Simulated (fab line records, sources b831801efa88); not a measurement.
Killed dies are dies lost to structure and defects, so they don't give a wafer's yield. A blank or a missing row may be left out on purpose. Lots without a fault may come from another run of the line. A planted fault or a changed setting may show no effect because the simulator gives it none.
Which tool did it? | flow sky130 | 10 lots, 30 wafers sampled, at 3 steps of a route of 708

WHAT THE GAUGES READ, wafer by wafer
SKY_METAL4_OVL_MEAS_14.
lot  | measured     | on         | METAL4_OVL (nm)
L321 | day 42 08:00 | overlay-02 | -1 -3 -3
L320 | day 42 15:32 | overlay-01 | -5 2 -2
L325 | day 43 17:05 | overlay-02 | -6 0 7
L327 | day 44 03:24 | overlay-02 | -3 0 -9
L332 | day 45 13:41 | overlay-01 | 8 3 11
L335 | day 46 08:32 | overlay-02 | -2 -7 10
L338 | day 47 03:56 | overlay-01 | 6 -1 0
L340 | day 47 06:30 | overlay-02 | -6 -8 -12
L339 | day 47 13:36 | overlay-02 | -4 -5 -6
L342 | day 47 20:52 | overlay-02 | 1 -4 1

WHICH TOOL RAN EACH LOT (tool, then ch and the chambers of the sampled wafers, then the start)
lot  | SKY_VIA3_STRIP_16                    | SKY_CAP2M_METAL_ETCH_13
L321 | plasma_asher-02 ch 0,1, day 40 05:53 | rie_metal-01 ch 0,1, day 41 07:16
L320 | plasma_asher-02 ch 0,1, day 40 13:17 | rie_metal-01 ch 0,1, day 41 14:58
L325 | plasma_asher-04 ch 0, day 41 15:50   | rie_metal-01 ch 0,1, day 42 16:56
L327 | plasma_asher-03 ch 0,1, day 42 03:05 | rie_metal-04 ch 0,1, day 43 04:08
L332 | plasma_asher-03 ch 0,1, day 43 15:11 | rie_metal-01 ch 0,1, day 44 15:01
L335 | plasma_asher-03 ch 0, day 44 11:38   | rie_metal-01 ch 0,1, day 45 10:46
L338 | plasma_asher-03 ch 0,1, day 45 09:06 | rie_metal-04 ch 0,1, day 46 07:19
L340 | plasma_asher-02 ch 0,1, day 45 11:14 | rie_metal-03 ch 1, day 46 09:55
L339 | plasma_asher-02 ch 0,1, day 45 18:38 | rie_metal-03 ch 0,1, day 46 17:22
L342 | plasma_asher-04 ch 0,1, day 46 02:33 | rie_metal-04 ch 0,1, day 47 00:16
- SKY_VIA3_STRIP_16: strips in O2/N2.
- SKY_CAP2M_METAL_ETCH_13: etches TiN in Cl2/BCl3, stops on SiO2, target depth 220 nm, time 62.9 s.

WHAT THE TOOLS THEMSELVES READ (means of the sampled wafers that have a number; where no wafer has one, the mark that the record gives instead)
SKY_VIA3_STRIP_16.
lot  | tool            | chamber_pressure_mTorr (mTorr) | drypump_motor_current_A (A) | o2_flow_sccm (sccm) | oes_product_au (a.u.) | strip_time_to_endpoint_s (s)
L321 | plasma_asher-02 | 1498.4                         | 5.7                         | 2996                | 0.402                 | 4.129
L320 | plasma_asher-02 | 1500.5                         | 5.7                         | 2999                | 0.403                 | 4.158
L325 | plasma_asher-04 | 1499.8                         | 5.8                         | 3002                | 0.403                 | 4.152
L327 | plasma_asher-03 | 1499.0                         | 5.9                         | 3002                | 0.403                 | 4.118
L332 | plasma_asher-03 | 1501.3                         | 6.2                         | 2995                | 0.404                 | 4.101
L335 | plasma_asher-03 | 1499.4                         | 6.5                         | 3005                | 0.402                 | 4.114
L338 | plasma_asher-03 | 1500.6                         | 6.2                         | 2998                | 0.400                 | 4.142
L340 | plasma_asher-02 | 1500.6                         | 5.7                         | 3014                | 0.398                 | 4.155
L339 | plasma_asher-02 | 1500.1                         | 5.5                         | 2991                | 0.399                 | 4.127
L342 | plasma_asher-04 | 1499.9                         | 5.3                         | 3009                | 0.399                 | 4.112

SKY_CAP2M_METAL_ETCH_13.
lot  | tool         | bcl3_flow_sccm (sccm) | chamber_pressure_mTorr (mTorr) | drypump_motor_current_A (A) | oes_product_au (a.u.) | rf_fwd_power_W (W) | throttle_valve_pct (%)
L321 | rie_metal-01 | 30.02                 | 9.995                          | 5.6                         | 0.933                 | 896.0              | 21.907
L320 | rie_metal-01 | 30.05                 | 9.998                          | 5.6                         | 0.937                 | 892.2              | 21.907
L325 | rie_metal-01 | 29.93                 | 10.000                         | 5.2                         | 0.927                 | 893.0              | 21.905
L327 | rie_metal-04 | 29.94                 | 10.001                         | 5.6                         | 0.933                 | 888.6              | 21.913
L332 | rie_metal-01 | 29.91                 | 9.999                          | 5.6                         | 0.950                 | 890.3              | 21.889
L335 | rie_metal-01 | 29.98                 | 9.998                          | 5.6                         | 0.928                 | 893.7              | 21.905
L338 | rie_metal-04 | 29.96                 | 9.993                          | 5.6                         | 0.950                 | 889.8              | 21.887
L340 | rie_metal-03 | 29.95                 | 10.004                         | 5.4                         | 0.930                 | 895.2              | 21.900
L339 | rie_metal-03 | 30.01                 | 9.992                          | 6.3                         | 0.938                 | 895.6              | 21.910
L342 | rie_metal-04 | 30.07                 | 9.994                          | 6.0                         | 0.946                 | 892.7              | 21.893

THE ANSWER, worked out from the rows above alone
Rule: what is usual is taken from the lots themselves. Put in order of their means at a reading, lots are off if they are a third of the lots or fewer, leave a main group of 4 or more, and stand apart from it by a gap of 3 or more times the standard deviation of the main group's means; of several such gaps the widest counts. A main group whose means are all the same, to the digits that the tables above print for the reading, isn't used. A lot without any number at a reading at which 4 lots or more have one is off too. The other lots that the step has rows for count as sound. The gauges are gone through in route order, then the tools' own readings, and for those a lot's mean is taken as printed above. The first step at which some lot is off is used, and at that step the reading that is off furthest; a lot without a number counts as furthest.
No lot is off at any reading shown: from this, nothing can be told.

WHAT THE SIMULATOR HAD PUT IN
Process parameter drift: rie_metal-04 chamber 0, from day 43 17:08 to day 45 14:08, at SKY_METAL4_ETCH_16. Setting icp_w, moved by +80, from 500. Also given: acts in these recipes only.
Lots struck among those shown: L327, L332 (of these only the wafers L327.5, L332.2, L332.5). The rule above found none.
